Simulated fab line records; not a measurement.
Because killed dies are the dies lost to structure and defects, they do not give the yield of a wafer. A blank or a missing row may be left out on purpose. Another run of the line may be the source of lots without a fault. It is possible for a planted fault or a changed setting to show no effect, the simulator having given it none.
Which tool is to blame? / flow sky130 / 12 lots (36 wafers sampled), 1 step of a 708-step route

== WHAT THE GAUGES SHOWED, per wafer ==
SKY_LI_CONTACT_THK_MEAS_01.
lot=L076; measured=day 27 20:44; on=film_metro-01; LI_CONTACT_HDPCVD_THK (nm)=932 939 937
lot=L077; measured=day 28 16:49; on=film_metro-01; LI_CONTACT_HDPCVD_THK (nm)=920 919 920
lot=L079; measured=day 29 14:32; on=film_metro-03; LI_CONTACT_HDPCVD_THK (nm)=938 930 914
lot=L081; measured=day 30 05:17; on=film_metro-04; LI_CONTACT_HDPCVD_THK (nm)=936 919 920
lot=L083; measured=day 30 19:54; on=film_metro-04; LI_CONTACT_HDPCVD_THK (nm)=914 927 930
lot=L085; measured=day 31 11:08; on=film_metro-03; LI_CONTACT_HDPCVD_THK (nm)=921 926 934
lot=L087; measured=day 32 02:59; on=film_metro-04; LI_CONTACT_HDPCVD_THK (nm)=921 922 914
lot=L089; measured=day 32 20:46; on=film_metro-03; LI_CONTACT_HDPCVD_THK (nm)=906 926 932
lot=L091; measured=day 34 02:45; on=film_metro-04; LI_CONTACT_HDPCVD_THK (nm)=934 946 924
lot=L093; measured=day 34 17:08; on=film_metro-01; LI_CONTACT_HDPCVD_THK (nm)=944 941 914
lot=L094; measured=day 35 07:14; on=film_metro-03; LI_CONTACT_HDPCVD_THK (nm)=923 934 947
lot=L097; measured=day 37 00:29; on=film_metro-03; LI_CONTACT_HDPCVD_THK (nm)=919 930 909

== EACH LOT AND THE TOOL THAT RAN IT (in order: tool; ch and the chambers of the sampled wafers; start) ==
There is no process step in the record ahead of these readings.

== THE ANSWER, worked out from the rows above alone ==
Rule: usual is defined by the lots themselves. Put in order of their means at a reading, lots are off if they are a third of the lots or fewer, leave a main group of 4 or more, and stand apart from it by a gap of 3 or more times the standard deviation of the main group's means; of several such gaps the widest counts. A main group is skipped when, at the precision printed for the reading in the tables above, its means are all equal. A lot without any number at a reading at which 4 lots or more have one is off too. Where the step has rows for the other lots, those lots are counted as sound.
None of the lots is off at any reading shown; this tells nothing.

== WHAT THE SIMULATOR HAD INSERTED ==
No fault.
